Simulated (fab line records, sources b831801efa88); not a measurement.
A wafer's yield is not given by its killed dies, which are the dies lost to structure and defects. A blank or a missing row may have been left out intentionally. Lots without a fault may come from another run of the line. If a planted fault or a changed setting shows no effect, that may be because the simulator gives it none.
Struck lot and sound lot, side by side | flow sky130 | 17 out of 708 route steps
Sound: the wafers L918.1, L918.4, L918.5. Wafers struck: L932.1, L932.2, L932.6. The cause is given at the end.
Each step with rows lists, per side, the tool, then ch with its chambers, then its first start. Under that, the readings that differ: sound wafers | struck wafers | difference of the means | sigmas: that difference in standard deviations of wafers without a fault.
alike: a reading whose means differ by less than 2 such deviations, as well as words and numbers matching on both sides. not compared: withheld readings; readings where some wafer has no value; bounds like >300 that might hide an equal value; numbers whose values overlap and for which the record gives no deviation.
The two part at a step that has a row with sigmas, a row that says differs or no value, or rows on one side only. Numbers that don't overlap but have no deviation are shown without sigmas and don't part them. A reading missing from all wafers of one side parts the sides only when that side holds two or more wafers.

SKY_METAL1_THK_MEAS_06: measures by xrf.
  sound on film metro-04 at day 34 05:38; struck on film metro-02 at day 37 22:24
  reading              | sound       | struck      | difference | sigmas
  METAL1_ALCU_THK (nm) | 249 249 246 | 255 257 257 | +8         | +2
then, 8 steps without rows for these wafers: SKY_METAL1_DEHYDRATE_07 (time 60 s); SKY_METAL1_HMDS_08 (prime time 60 s); SKY_METAL1_COAT_09 (resist thk 60 nm); SKY_METAL1_COAT_10 (resist thk 450 nm); SKY_METAL1_SOFTBAKE_11 (time 90 s); SKY_METAL1_EXPOSE_12 (exposes mask MM1, target cd 140 nm); SKY_METAL1_PEB_13; SKY_METAL1_DEVELOP_14 (develop time 60 s).
SKY_METAL1_CD_MEAS_15: the cd target is 140 nm.
  sound on cd sem-02 at day 35 08:08; struck on cd sem-01 at day 38 22:56
  alike: cd nm
SKY_METAL1_OVL_MEAS_16:
  sound on overlay-01 at day 35 08:15; struck on overlay-01 at day 38 23:03
  alike: METAL1_OVL
SKY_METAL1_DESCUM_17: chemistry O2, time 8 s.
  sound on rie metal-03 ch 0,1, day 35 08:17; struck on rie metal-01 ch 0,1, day 38 23:05
  alike: drypump motor current A, oes product au
  not compared: rf hours counter h
SKY_METAL1_ETCH_18: etches BARC in N2/H2, stops on SiO2, time 45.9 s, target depth 60 nm.
  sound on rie metal-03 ch 0,1, day 35 08:19; struck on rie metal-01 ch 0,1, day 38 23:07
  reading                                       | sound             | struck            | difference | sigmas
  oes product au (a.u.)                         | 0.856 0.862 0.856 | 0.808 0.831 0.823 | -0.037     | -8
  model.KrF-thick_of_METAL1_COAT_10.thk nm (nm) | 392.8 392 391.4   | 407.4 407.1 406   | +14.8      |
  model.etch.depth nm (nm)                      | 60.15 60.17 59.99 | 54.42 56.44 55.86 | -4.53      |
  alike: drypump motor current A, throttle valve pct
  not compared: rf hours counter h, model.METAL1.cd nm
SKY_METAL1_METAL_ETCH_19: etches the open film in Cl2/BCl3, stops on SiO2, target depth 360 nm, time 78 s.
  sound on rie metal-03 ch 0,1, day 35 08:23; struck on rie metal-01 ch 0,1, day 38 23:11
  reading                                       | sound             | struck          | difference | sigmas
  model.KrF-thick_of_METAL1_COAT_10.thk nm (nm) | 157.9 156.7 156.9 | 179.7 171 170.1 | +16.4      |
  alike: drypump motor current A, oes product au, throttle valve pct
  not compared: rf hours counter h
SKY_METAL1_STRIP_20: strips in O2/N2.
  sound on plasma asher-01 ch 0,1, day 35 08:28; struck on plasma asher-04 ch 0,1, day 38 23:16
  reading                      | sound             | struck            | difference | sigmas
  oes product au (a.u.)        | 0.338 0.342 0.336 | 0.354 0.357 0.350 | +0.015     | +3
  strip time to endpoint s (s) | 2.69 2.66 2.68    | 2.93 2.84 2.83    | +0.19      | +4
  alike: drypump motor current A
  not compared: rf hours counter h
then, 1 step without rows for these wafers: SKY_METAL1_STRIP_21 (strips in post etch residue remover, time 1200 s).
-- the record jumps here: 11 days lie between the struck wafers' starts before and after (it left off in module METAL1 and takes up again in module PAD_OPEN, whose first step shown is number 708 of the route) --
SKY_PAD_OPEN_PROBE_99:
  sound on prober-02 at day 47 16:16; struck on prober-01 at day 50 06:42
  reading                               | sound                | struck                        | difference | sigmas
  model.etest.tester.sort n pass        | 405 409 407          | 305 389 379                   | -49        |
  model.etest.tester.sort yield pct (%) | 82.32 83.13 82.72    | 61.99 79.06 77.03             | -10.03     |
  model.etest.tester.sort_bin_3_pct (%) | 1.016 1.423 1.423    | 19.72 3.862 7.114             | +8.94      |
  model.etest.met1 comb.leak log10 a um | -11.99 -12.12 -12.11 | -8.039 -9.472 -9.056          | +3.218     |
  model.etest.tester.sort_bin_8_pct (%) | 0 0 0                | 7.743e-09 1.196e-06 7.984e-07 | +6.674e-07 |
  model.etest.tester.sort_bin_4_pct (%) | 0 0 0                | 1.544e-10 8.902e-10 3.757e-09 | +1.601e-09 |
  alike: defect limited yield, killed_at_M0_to_M3, killed_at_M4_up, killed at contacts, killed at front end, killed at other, killed dies, killed open, killed short

## WHERE THEY PART
Earliest at SKY_METAL1_THK_MEAS_06; latest, in this record, at SKY_METAL1_STRIP_20. Later steps at which nothing parts them and some readings are alike: SKY_PAD_OPEN_PROBE_99.

WHY: what had been put in by the simulator
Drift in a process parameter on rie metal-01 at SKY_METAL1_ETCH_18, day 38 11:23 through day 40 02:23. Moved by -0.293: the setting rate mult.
